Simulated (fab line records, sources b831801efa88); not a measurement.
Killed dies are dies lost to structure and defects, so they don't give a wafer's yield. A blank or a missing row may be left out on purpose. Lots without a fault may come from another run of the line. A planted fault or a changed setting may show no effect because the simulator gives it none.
Which tool did it? | flow sfq_line | 14 lots, 41 wafers sampled, at 2 steps of a route of 325

WHAT THE GAUGES READ, wafer by wafer
The record holds no reading of a measuring or inspecting step that can be judged against a usual standard deviation.

WHICH TOOL RAN EACH LOT (tool, then ch and the chambers of the sampled wafers, then the start)
lot  | SFQ_TRILAYER_JJ_TRILAYER_DEP_SPUTTER_109 | SFQ_TRILAYER_M5_ETCH_METAL_ETCH_126
L118 | pvd_sputter-04, day 39 20:34             | rie_metal-01 ch 0, day 46 03:34
L119 | pvd_sputter-03, day 40 00:10             | rie_metal-01 ch 0, day 46 07:10
L120 | pvd_sputter-06, day 40 02:34             | rie_metal-01 ch 0, day 46 10:15
L121 | pvd_sputter-03, day 40 10:46             | rie_metal-04 ch 0,1, day 46 16:11
L122 | pvd_sputter-04, day 40 22:46             | rie_metal-03 ch 0,1, day 47 07:35
L123 | pvd_sputter-06, day 40 23:58             | rie_metal-04 ch 0,1, day 47 08:47
L124 | pvd_sputter-04, day 41 11:02             | rie_metal-04 ch 0,1, day 47 17:11
L125 | pvd_sputter-06, day 41 14:38             | rie_metal-01 ch 0,1, day 47 21:59
L131 | pvd_sputter-06, day 44 08:08             | rie_metal-04 ch 1, day 49 22:05
L134 | pvd_sputter-06, day 44 21:08             | rie_metal-03 ch 0,1, day 50 12:29
L135 | pvd_sputter-06, day 45 04:20             | rie_metal-04 ch 0,1, day 50 20:58
L138 | pvd_sputter-03, day 46 07:21             | rie_metal-03 ch 1, day 51 12:32
L139 | pvd_sputter-04, day 46 13:30             | rie_metal-04 ch 0,1, day 51 22:05
L141 | pvd_sputter-03, day 46 19:29             | rie_metal-03 ch 0,1, day 52 05:17
- SFQ_TRILAYER_JJ_TRILAYER_DEP_SPUTTER_109: material Nb, target thk 150 nm, time 100 s.
- SFQ_TRILAYER_M5_ETCH_METAL_ETCH_126: etches Nb in Cl2/BCl3, stops on SiO2, time 203.2 s, target depth 265 nm.

WHAT THE TOOLS THEMSELVES READ (means of the sampled wafers that have a number; where no wafer has one, the mark that the record gives instead)
SFQ_TRILAYER_JJ_TRILAYER_DEP_SPUTTER_109.
lot  | tool           | throttle_valve_pct (%)
L118 | pvd_sputter-04 | 29.4
L119 | pvd_sputter-03 | 29.8
L120 | pvd_sputter-06 | 30.1
L121 | pvd_sputter-03 | 29.6
L122 | pvd_sputter-04 | 30.2
L123 | pvd_sputter-06 | 30.2
L124 | pvd_sputter-04 | 30.2
L125 | pvd_sputter-06 | 29.8
L131 | pvd_sputter-06 | 29.9
L134 | pvd_sputter-06 | 29.8
L135 | pvd_sputter-06 | 30.1
L138 | pvd_sputter-03 | 29.7
L139 | pvd_sputter-04 | 29.2
L141 | pvd_sputter-03 | 29.8

SFQ_TRILAYER_M5_ETCH_METAL_ETCH_126.
lot  | tool         | drypump_motor_current_A (A) | oes_product_au (a.u.)
L118 | rie_metal-01 | 5.0                         | 0.725
L119 | rie_metal-01 | 5.0                         | 0.734
L120 | rie_metal-01 | 5.0                         | 0.723
L121 | rie_metal-04 | 5.9                         | 0.720
L122 | rie_metal-03 | 5.2                         | 0.733
L123 | rie_metal-04 | 5.9                         | 0.724
L124 | rie_metal-04 | 5.9                         | 0.733
L125 | rie_metal-01 | 5.6                         | 0.724
L131 | rie_metal-04 | 5.8                         | 0.821
L134 | rie_metal-03 | 5.2                         | 0.778
L135 | rie_metal-04 | 5.9                         | 0.791
L138 | rie_metal-03 | 5.3                         | 0.727
L139 | rie_metal-04 | 5.9                         | 0.734
L141 | rie_metal-03 | 5.2                         | 0.721

THE ANSWER, worked out from the rows above alone
Rule: what is usual is taken from the lots themselves. Put in order of their means at a reading, lots are off if they are a third of the lots or fewer, leave a main group of 4 or more, and stand apart from it by a gap of 3 or more times the standard deviation of the main group's means; of several such gaps the widest counts. A main group whose means are all the same, to the digits that the tables above print for the reading, isn't used. A lot without any number at a reading at which 4 lots or more have one is off too. The other lots that the step has rows for count as sound. The gauges are gone through in route order, then the tools' own readings, and for those a lot's mean is taken as printed above. The first step at which some lot is off is used, and at that step the reading that is off furthest; a lot without a number counts as furthest.
Off: L131, L134, L135, at SFQ_TRILAYER_M5_ETCH_METAL_ETCH_126 (oes_product_au). The main group: mean 0.727 a.u., standard deviation 0.0052.
A tool fits if, at that step or a process step before it, it ran every lot that is off, and no sound lot after the first of them. One fits: pvd_sputter-06 at SFQ_TRILAYER_JJ_TRILAYER_DEP_SPUTTER_109. Its last sound lot is L125 (day 41 14:38), its first lot that is off L131 (day 44 08:08): a fault that began between those two fits.

WHAT THE SIMULATOR HAD PUT IN
Process parameter drift: pvd_sputter-06, from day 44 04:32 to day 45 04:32, at SFQ_TRILAYER_JJ_TRILAYER_DEP_SPUTTER_109. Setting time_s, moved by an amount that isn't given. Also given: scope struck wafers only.
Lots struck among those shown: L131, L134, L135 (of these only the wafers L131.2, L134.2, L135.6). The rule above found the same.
